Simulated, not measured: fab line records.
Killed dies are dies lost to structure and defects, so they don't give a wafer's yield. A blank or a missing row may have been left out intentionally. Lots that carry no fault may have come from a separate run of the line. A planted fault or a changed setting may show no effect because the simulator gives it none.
Matching of chambers -- flow gf180mcu -- rie diel-04 running GF_STI_ETCH_13: 4 sister chambers
The step etches the open film in CHF3/O2, stops on Si, target depth 282.31 nm, time 112.9 s. 14 wafers are shown with their chamber, then 7 later ones without.

== WAFERS WITH THEIR CHAMBER ==
wafer,chamber,drypump motor current A (A),throttle valve pct (%),oes product au (a.u.)
L116.1,1,6.2,8.807,0.841
L116.3,2,6.0,8.811,0.825
L116.5,0,6.0,8.818,0.841
L121.2,2,6.0,8.815,0.831
L121.4,2,6.0,8.817,0.829
L121.5,0,5.9,8.811,0.834
L125.3,1,6.3,8.801,0.834
L125.5,0,6.0,8.820,0.834
L125.6,3,6.2,8.806,0.831
L126.1,0,5.9,8.820,0.833
L126.3,1,6.2,8.801,0.836
L126.6,0,5.9,8.816,0.828
L131.3,3,6.2,8.814,0.825
L131.5,1,6.2,8.820,0.827

SIGNATURES (means of the wafers above)
reading,chamber 0,chamber 1,chamber 2,chamber 3,scatter within a chamber
drypump motor current A,5.940,6.225,6.000,6.200,0.0442
throttle valve pct,8.81700,8.80725,8.81433,8.81000,0.00589
oes product au,0.83400,0.83450,0.82833,0.82800,0.00473
Rule: a wafer's distance from a chamber is the root of the sum, over the readings, of the square of ((its reading less the chamber's mean) divided by the reading's scatter). The wafer belongs to the nearest chamber; if the next one is less than 2 further off, it can't be placed. The scatter: take each reading less its chamber's mean, square it, sum over the shown wafers, divide by the number of wafers less the number of chambers, and take the root.

== WAFERS WITHOUT THEIR CHAMBER ==
wafer,drypump motor current A (A),throttle valve pct (%),oes product au (a.u.)
L131.6,5.9,8.807,0.830
L136.1,6.3,8.806,0.828
L136.4,6.2,8.800,0.834
L136.5,6.0,8.802,0.829
L137.1,6.2,8.822,0.833
L137.4,6.3,8.802,0.825
L137.6,6.2,8.805,0.841

== WHICH CHAMBER EACH WENT THROUGH ==
wafer,from the rows above,in truth
L131.6,can't be placed: 0 or 2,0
L136.1,can't be placed: 1 or 3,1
L136.4,can't be placed: 1 or 3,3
L136.5,can't be placed: 2 or 0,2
L137.1,can't be placed: 3 or 1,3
L137.4,can't be placed: 3 or 1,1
L137.6,can't be placed: 1 or 3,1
Placed correctly: 0 of 7. Cannot be placed on the basis of these rows: 7; the candidates contain the true chamber in 7. Number placed wrongly: 0.
